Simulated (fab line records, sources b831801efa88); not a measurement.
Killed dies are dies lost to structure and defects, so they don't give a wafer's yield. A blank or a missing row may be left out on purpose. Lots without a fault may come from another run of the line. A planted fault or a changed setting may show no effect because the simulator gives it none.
A struck lot beside a sound one | flow sky130 | 15 steps out of a route of 708
Sound: wafers L446.1, L446.4, L446.5. Struck: wafer L440.6. (L440.4, L440.5 of the same lot were not struck and are left out.) The cause comes at the end.
At each step with rows: each side's tool, then ch and its chambers, then its first start. Under that, the readings that differ: sound wafers | struck wafers | difference of the means | sigmas: that difference in standard deviations of wafers without a fault.
alike: readings whose means differ by less than 2 such deviations, and words and numbers that are the same on both sides. not compared: withheld readings, readings that some wafer has no value for, bounds like >300 that may hide the same value, and numbers for which the record gives no deviation and whose values overlap.
The two part at a step that has a row with sigmas, a row that says differs or no value, or rows on one side only. Numbers that don't overlap but have no deviation are shown without sigmas and don't part them. A reading that every wafer of one side lacks parts them only if that side has two wafers or more.

SKY_LI_CONTACT_CMP_02: polishes PSG.
  sound on cmp-01 ch 0,1,3, day 32 06:32; struck on cmp-01 ch 3, day 31 08:41
  alike: motor_current_A, time_to_endpoint_s
SKY_LI_CONTACT_BOW_MEAS_03:
  sound on film_metro-03, day 32 06:50; struck on film_metro-01, day 31 08:57
  alike: LI_CONTACT_BOW
then, 8 steps without rows for these wafers: SKY_LI_CONTACT_DEHYDRATE_04 (time 60 s); SKY_LI_CONTACT_HMDS_05 (prime time 60 s); SKY_LI_CONTACT_COAT_06 (resist thk 60 nm); SKY_LI_CONTACT_COAT_07 (resist thk 450 nm); SKY_LI_CONTACT_SOFTBAKE_08 (time 90 s); SKY_LI_CONTACT_EXPOSE_09 (exposes mask LICM1, target cd 170 nm); SKY_LI_CONTACT_PEB_10; SKY_LI_CONTACT_DEVELOP_11 (develop time 60 s).
SKY_LI_CONTACT_CD_MEAS_12: target cd 170 nm.
  sound on cd_sem-01, day 33 09:59; struck on cd_sem-02, day 32 12:46
  alike: cd_nm
SKY_LI_CONTACT_OVL_MEAS_13:
  sound on overlay-02, day 33 10:06; struck on overlay-02, day 32 12:50
  alike: LI_CONTACT_OVL
SKY_LI_CONTACT_ETCH_14: etches BARC in N2/H2, stops on SiO2, time 45.9 s, target depth 60 nm.
  sound on rie_diel-03 ch 1,2,3, day 33 10:08; struck on rie_diel-04 ch 0, day 32 12:52
  reading                                           | sound             | struck | difference | sigmas
  model.KrF-thick_of_LI_CONTACT_COAT_07.thk_nm (nm) | 388.4 389.6 389.6 | 391.8  | +2.6       |
  alike: chamber_pressure_mTorr, drypump_motor_current_A, oes_product_au, throttle_valve_pct
  not compared: rf_hours_counter_h
SKY_LI_CONTACT_ETCH_15: etches PSG in C4F8/O2/Ar, stops on Si, target depth 600 nm.
  sound on rie_diel-03 ch 1,2,3, day 33 10:10; struck on rie_diel-04 ch 0, day 32 12:54
  reading                        | sound             | struck | difference | sigmas
  chamber_pressure_mTorr (mTorr) | 39.95 39.94 39.92 | 40.05  | +0.11      | +3
  alike: oes_product_au
-- the record jumps here: 16 days lie between the struck wafers' starts before and after (it left off in module LI_CONTACT and takes up again in module PAD_OPEN, whose first step shown is number 708 of the route) --
SKY_PAD_OPEN_PROBE_99:
  sound on prober-02, day 48 18:56; struck on prober-02, day 48 08:27
  alike: killed_at_M0_to_M3, killed_at_M4_up, killed_at_contacts, killed_at_front_end, killed_at_other, killed_dies, killed_open, killed_short

WHERE THEY PART
Only at SKY_LI_CONTACT_ETCH_15, within this record. Later steps at which nothing parts them and some readings are alike: SKY_PAD_OPEN_PROBE_99.

WHY: what the simulator had put in
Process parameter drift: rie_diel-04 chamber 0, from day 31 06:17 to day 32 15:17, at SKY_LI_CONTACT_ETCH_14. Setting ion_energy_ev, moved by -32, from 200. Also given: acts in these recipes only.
